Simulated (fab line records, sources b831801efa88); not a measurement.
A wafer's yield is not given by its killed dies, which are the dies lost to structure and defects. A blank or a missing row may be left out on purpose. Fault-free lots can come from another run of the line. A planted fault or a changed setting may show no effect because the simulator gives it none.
Matching of chambers || flow sky130 || SKY_LI_CONTACT_CMP_24 on cmp-01: 4 sister chambers
The step polishes, stops on PSG, t overpolish 20 s, target thk 0 nm. 4 wafers are shown with their chamber, then 8 later ones without.

WAFERS PAIRED WITH THEIR CHAMBERS
{"wafer": "L480.2", "chamber": 3, "motor-current-A (A)": 10.4}
{"wafer": "L485.5", "chamber": 0, "motor-current-A (A)": 10.9}
{"wafer": "L488.5", "chamber": 1, "motor-current-A (A)": 11.0}
{"wafer": "L489.3", "chamber": 2, "motor-current-A (A)": 13.0}

WAFERS WITHOUT THEIR CHAMBER
{"wafer": "L489.4", "motor-current-A (A)": 11.9}
{"wafer": "L489.5", "motor-current-A (A)": 10.6}
{"wafer": "L492.1", "motor-current-A (A)": 13.1}
{"wafer": "L492.3", "motor-current-A (A)": 11.3}
{"wafer": "L492.4", "motor-current-A (A)": 11.3}
{"wafer": "L493.1", "motor-current-A (A)": 13.3}
{"wafer": "L493.2", "motor-current-A (A)": 11.4}
{"wafer": "L493.5", "motor-current-A (A)": 12.9}

WHICH CHAMBER EACH WENT THROUGH
{"wafer": "L489.4", "from the rows above": "can't be placed: 1 or 0 or 2 or 3", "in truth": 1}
{"wafer": "L489.5", "from the rows above": "can't be placed: 3 or 0 or 1", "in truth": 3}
{"wafer": "L492.1", "from the rows above": 2, "in truth": 2}
{"wafer": "L492.3", "from the rows above": "can't be placed: 1 or 0 or 3", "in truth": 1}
{"wafer": "L492.4", "from the rows above": "can't be placed: 1 or 0 or 3", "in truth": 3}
{"wafer": "L493.1", "from the rows above": 2, "in truth": 2}
{"wafer": "L493.2", "from the rows above": "can't be placed: 1 or 0 or 3", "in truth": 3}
{"wafer": "L493.5", "from the rows above": 2, "in truth": 2}
Correctly placed: 3 of 8. Unplaceable from these rows: 5, with the true chamber sitting among the candidates in 5. 0 placed wrongly.
How it was worked out, from the rows above alone: a wafer's distance from a chamber is the root of the sum, over the readings, of the square of ((its reading less the chamber's mean) divided by the reading's scatter). The wafer belongs to the nearest chamber; if the next one is less than 2 further off, it can't be placed. The mean given for a chamber averages the wafers shown for that chamber. The scatter: root of mean squared gap, hidden wafer to nearest shown wafer, with one shown wafer a chamber.
